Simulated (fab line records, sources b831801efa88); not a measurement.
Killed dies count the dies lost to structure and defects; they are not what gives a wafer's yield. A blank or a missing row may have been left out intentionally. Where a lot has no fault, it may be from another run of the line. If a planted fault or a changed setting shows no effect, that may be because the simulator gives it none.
The tool behind it: which one?	flow sky130	18 wafers sampled from 6 lots at 1 step of a route of 708

## WHAT EACH GAUGE READ, for each wafer
SKY_VT_ADJUST_LVTN_OVL_MEAS_07.
lot	measured	on	VT_ADJUST_LVTN_OVL (nm)
L254	day 7 10:15	overlay-02	-2.3 -0.5 -0.1
L256	day 8 02:31	overlay-02	0.0 0.2 2.8
L261	day 9 09:18	overlay-01	0.0 3.1 2.4
L266	day 11 17:04	overlay-01	2.2 1.3 0.4
L265	day 11 20:28	overlay-01	1.9 1.9 3.5
L273	day 13 00:48	overlay-01	0.0 -0.5 1.0

## TOOL THAT RAN EACH LOT (tool first, then ch and the chambers of the sampled wafers, then the start)
Record: no process step prior to these readings.

## THE ANSWER, worked out from the rows above alone
Rule: the lots themselves supply what counts as usual. The widest of any qualifying gaps counts: lots, ordered by their means at a reading, are off when they make up no more than a third of the lots, leave a main group of 4 or more, and stand apart from it by 3 or more times the standard deviation of that group's means. A main group whose means are all the same, to the digits that the tables above print for the reading, isn't used. A lot without any number at a reading at which 4 lots or more have one is off too. Where the step has rows for the other lots, those lots are counted as sound.
Nothing can be told from this: no lot is off at any reading shown.

## WHAT THE SIMULATOR HAD PUT IN
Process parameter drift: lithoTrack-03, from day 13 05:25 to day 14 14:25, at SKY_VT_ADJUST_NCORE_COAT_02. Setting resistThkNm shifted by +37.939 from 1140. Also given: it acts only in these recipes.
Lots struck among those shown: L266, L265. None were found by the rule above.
